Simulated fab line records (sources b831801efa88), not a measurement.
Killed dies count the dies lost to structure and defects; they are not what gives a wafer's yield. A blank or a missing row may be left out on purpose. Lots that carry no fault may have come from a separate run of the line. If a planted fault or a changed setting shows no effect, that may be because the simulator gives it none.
Which tool did it?    flow gf180mcu    6 lots with 18 wafers sampled at 4 steps, on a route of 602 steps

== WHAT THE GAUGES SHOWED, per wafer ==
GF_V3_THK_MEAS_03.
lot   measured      on             V3_CVD_02_THK (nm)
L840  day 21 22:00  film_metro-04  850 846 860
L845  day 23 15:31  film_metro-02  635 644 665
L854  day 26 22:37  film_metro-01  854 873 872
L856  day 27 05:05  film_metro-02  856 869 866
L859  day 28 00:02  film_metro-02  829 844 842
L861  day 28 20:25  film_metro-02  835 854 864

== EACH LOT AND THE TOOL THAT RAN IT (in order: tool; ch and the chambers of the sampled wafers; start) ==
lot   GF_POLY_GATE_ETCH_13              GF_HV_LDD_STRIP_10                    GF_V3_CVD_02
L840  rie_si-02 ch 1,2,3, day 9 12:40   plasma_asher-04 ch 0,1, day 10 08:37  pecvd-04 ch 0,1, day 21 21:55
L845  rie_si-02 ch 0,2, day 11 01:13    plasma_asher-04 ch 0,1, day 11 22:07  pecvd-03 ch 0,1,2, day 23 15:26
L854  rie_si-01 ch 0,3, day 13 17:37    plasma_asher-04 ch 0,1, day 14 16:56  pecvd-01 ch 0,1,2, day 26 22:32
L856  rie_si-01 ch 0,2,3, day 14 04:46  plasma_asher-02 ch 0,1, day 15 03:58  pecvd-03 ch 0,2, day 27 05:01
L859  rie_si-02 ch 2,3, day 15 02:22    plasma_asher-02 ch 0,1, day 16 02:25  pecvd-04 ch 0,1,2, day 27 23:58
L861  rie_si-02 ch 0,1,2, day 15 22:34  plasma_asher-02 ch 0,1, day 16 22:18  pecvd-01 ch 0,1, day 28 20:19
- GF_POLY_GATE_ETCH_13: etches poly-Si in HBr/Cl2, stops on SiO2, target depth 198.5 nm, time 69.6 s.
- GF_HV_LDD_STRIP_10: strips in O2/N2.
- GF_V3_CVD_02: deposits SiO2 from TEOS, target thk 850 nm, time 94.851 s.

== THE ANSWER, worked out from the rows above alone ==
Rule: the usual values come from the lots themselves. The widest of any qualifying gaps counts: lots, ordered by their means at a reading, are off when they make up no more than a third of the lots, leave a main group of 4 or more, and stand apart from it by 3 or more times the standard deviation of that group's means. A main group whose means are all the same, to the digits that the tables above print for the reading, isn't used. A lot without any number at a reading at which 4 lots or more have one is off too. All remaining lots with rows at the step are treated as sound.
Off: L845, at GF_V3_THK_MEAS_03 (V3_CVD_02_THK). The main group: mean 854 nm, standard deviation 10.
A tool fits if, at a process step before that reading, it ran every lot that is off, and no sound lot after the first of them. Those tools and the gauges at GF_V3_THK_MEAS_03 are tried in the same way. Not one of the candidates tried fits.

== WHAT WAS PUT IN BY THE SIMULATOR ==
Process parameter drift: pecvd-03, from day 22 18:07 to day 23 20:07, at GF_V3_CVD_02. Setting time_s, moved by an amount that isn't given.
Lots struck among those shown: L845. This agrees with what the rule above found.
